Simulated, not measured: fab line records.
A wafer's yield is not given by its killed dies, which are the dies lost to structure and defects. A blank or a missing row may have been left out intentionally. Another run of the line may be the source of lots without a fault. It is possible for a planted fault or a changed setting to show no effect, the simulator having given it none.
One fault seen from 2 desks || flow gf180mcu || each desk holds nothing but its own numbers, with what lay behind them at the end

AT THE METROLOGY DESK
Lot by lot, what the gauges showed, no matter which tool ran the lot: averages of those sampled wafers that carry a number. The brackets show how far a lot's mean lies from the usual mean; more than 4 standard deviations puts the lot out of limits, marked OUT.
Columns: A = V5_OVL at GF_V5_OVL_MEAS_15, usual -1 nm
{"lot": "L817", "first seen here": "day 27 05:44", "A": -1}
{"lot": "L818", "first seen here": "day 27 14:23", "A": -4}
{"lot": "L819", "first seen here": "day 27 23:14", "A": -10}
{"lot": "L820", "first seen here": "day 28 04:41", "A": 5}
{"lot": "L822", "first seen here": "day 28 18:11", "A": 4}
{"lot": "L823", "first seen here": "day 29 05:41", "A": -1}
{"lot": "L824", "first seen here": "day 29 18:35", "A": -3}
{"lot": "L826", "first seen here": "day 30 01:07", "A": 0}
{"lot": "L827", "first seen here": "day 30 09:56", "A": -3}
{"lot": "L828", "first seen here": "day 30 18:31", "A": -3}
{"lot": "L831", "first seen here": "day 31 10:58", "A": -2}
{"lot": "L835", "first seen here": "day 32 08:17", "A": -2}
{"lot": "L836", "first seen here": "day 32 14:28", "A": 5}
{"lot": "L840", "first seen here": "day 33 12:47", "A": -2}
This desk's finding: nothing out of limits on any of the 14 lots.

THE TOOL OWNER'S DESK: cmp-01
The tool's own readings at GF_STI_CMP_25 (polishes, stops on Si3N4, t overpolish 33 s, target thk 524.6 nm): means of the sampled wafers that have a number, for each lot that ran on this tool. The brackets show how far a lot's mean lies from the usual mean; more than 4 standard deviations puts the lot out of limits, marked OUT.
Columns: A = edge zone pressure frac at GF_STI_CMP_25, usual 1.000; B = motor current A at GF_STI_CMP_25, usual 12.2 A; C = overpolish run s at GF_STI_CMP_25, usual 33.000 s; D = time to endpoint s at GF_STI_CMP_25, usual 120 s
{"lot": "L817", "first seen here": "day 2 03:34", "A": 1.000, "B": 12.6, "C": 33.004, "D": 116}
{"lot": "L818", "first seen here": "day 2 09:36", "A": 1.002, "B": 12.4, "C": 33.000, "D": 121}
{"lot": "L819", "first seen here": "day 2 14:50", "A": 1.000, "B": 12.7, "C": 32.999, "D": 122}
{"lot": "L820", "first seen here": "day 2 18:52", "A": 1.004, "B": 11.9, "C": 32.999, "D": 122}
{"lot": "L822", "first seen here": "day 3 05:43", "A": 0.997, "B": 12.3, "C": 32.997, "D": 118}
{"lot": "L823", "first seen here": "day 3 11:43", "A": 0.998, "B": 13.1, "C": 33.005, "D": 119}
{"lot": "L824", "first seen here": "day 3 16:47", "A": 1.003, "B": 11.6, "C": 32.995, "D": 121}
{"lot": "L826", "first seen here": "day 4 02:43", "A": 0.993, "B": 12.1, "C": 32.996, "D": 118}
{"lot": "L827", "first seen here": "day 4 07:43", "A": 1.003, "B": 11.5, "C": 32.996, "D": 116}
{"lot": "L828", "first seen here": "day 4 13:14", "A": 0.995, "B": 12.2, "C": 32.993, "D": 122}
{"lot": "L840", "first seen here": "day 7 01:37", "A": 1.003, "B": 12.9, "C": 32.990, "D": 116}
This desk's finding: nothing out of limits on any of the 11 lots.

PUT TOGETHER
Nothing out of limits was seen by the metrology desk.
The desk of the tool owner found nothing out of limits.

WHAT THE SIMULATOR HAD PUT IN
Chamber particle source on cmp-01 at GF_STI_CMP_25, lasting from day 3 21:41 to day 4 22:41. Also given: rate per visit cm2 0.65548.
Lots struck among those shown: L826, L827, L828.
